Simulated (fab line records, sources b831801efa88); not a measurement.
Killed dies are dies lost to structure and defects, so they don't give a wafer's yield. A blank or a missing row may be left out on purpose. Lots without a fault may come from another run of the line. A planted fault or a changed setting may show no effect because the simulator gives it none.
Problem report in the 8D (eight disciplines) form, filled by code | flow gf180mcu | the parts of the form that need people (team, actions taken, sign-off) are left out

1. THE PROBLEM
HV_LDD_2_TW at GF_HV_LDD_TW_MEAS_23 reads a mean of 1161 on 6 wafers of 2 lots; wafers without a fault read 1056 with a standard deviation of 5.3. That is +20 standard deviations from the usual mean.
First seen on wafer L198.2, day 13 23:38, on film_metro-03. The record holds 39 wafers of 13 lots with a number at this step. Rule for "out", or "out of limits": more than 4 standard deviations from the usual mean. The other wafers with a number count as sound.

2. WHAT IT IS AND WHAT IT IS NOT
question                    | is                     | is not
which readings at this step | HV_LDD_2_TW            | -
which lots                  | L198, L201             | L189, L190, L191, L192, L194, L195, L206, L207, L209, L210, L211
which wafers of those lots  | all that have a number | -
read on which gauges        | film_metro-03          | film_metro-02, film_metro-04
when                        | from day 13 23:38      | up to then (18 sound wafers); but 15 sound wafers of L206, L207, L209, L210, L211 came after

3. SUSPECTS, AND WHAT RULES EACH OUT
Counting: a tool at a process step up to the reading stays a suspect if it ran every lot that is out and no sound lot after the first of them.
- the gauge at GF_HV_LDD_TW_MEAS_23: ruled out. All the wafers that are out were read on film_metro-03, but those of them that GF_HV_LDD_IMPLANT_21 has rows for are out there too, on other tools.
- implanter-04 at GF_HV_LDD_IMPLANT_21: kept. It ran every lot that is out, first L198 (day 13 23:24), and no sound lot after that; its last sound lot up to then is L195 (day 13 06:37). Its own readings are out on those wafers: beam_energy_keV.
Left after counting: implanter-04 at GF_HV_LDD_IMPLANT_21.

4. THE CAUSE (what the simulator had put in)
Process parameter drift: implanter-04, from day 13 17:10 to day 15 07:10, at GF_HV_LDD_IMPLANT_21. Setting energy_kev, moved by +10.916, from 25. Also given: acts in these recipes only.
Counting left only this tool.

5. THE CHAIN OF EFFECTS, in route order
Each row: a reading whose mean over the struck wafers that have a number lies more than 3 standard deviations from the usual. Only readings for which the record gives a usual standard deviation are gone through. hours: the time from each lot's start at the first step in this table that gives one to its start at this step, as a median over the lots. sigmas: the change in usual standard deviations.
hours | step                 | reading         | usual  | on struck wafers | change  | sigmas
0     | GF_HV_LDD_IMPLANT_21 | beam_energy_keV | 25.000 | 35.916           | +10.916 | +99 or more
0     | GF_HV_LDD_TW_MEAS_23 | HV_LDD_2_TW     | 1056   | 1161             | +105    | +20
The process steps in it:
- GF_HV_LDD_IMPLANT_21

6. WHAT WOULD HAVE CAUGHT IT SOONER
In this record the first reading out of limits at a measuring or inspecting step was taken at day 13 23:38, 6 hours after the fault began at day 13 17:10.
The tool's own readings at GF_HV_LDD_IMPLANT_21 were out on every struck wafer that the step has a row for (beam_energy_keV): an alarm limit on them would have fired on the first of those.
Of the lots that are out (2), L201 began GF_HV_LDD_IMPLANT_21 on implanter-04 after day 13 23:38. A hold on the tool at that time would have spared it.
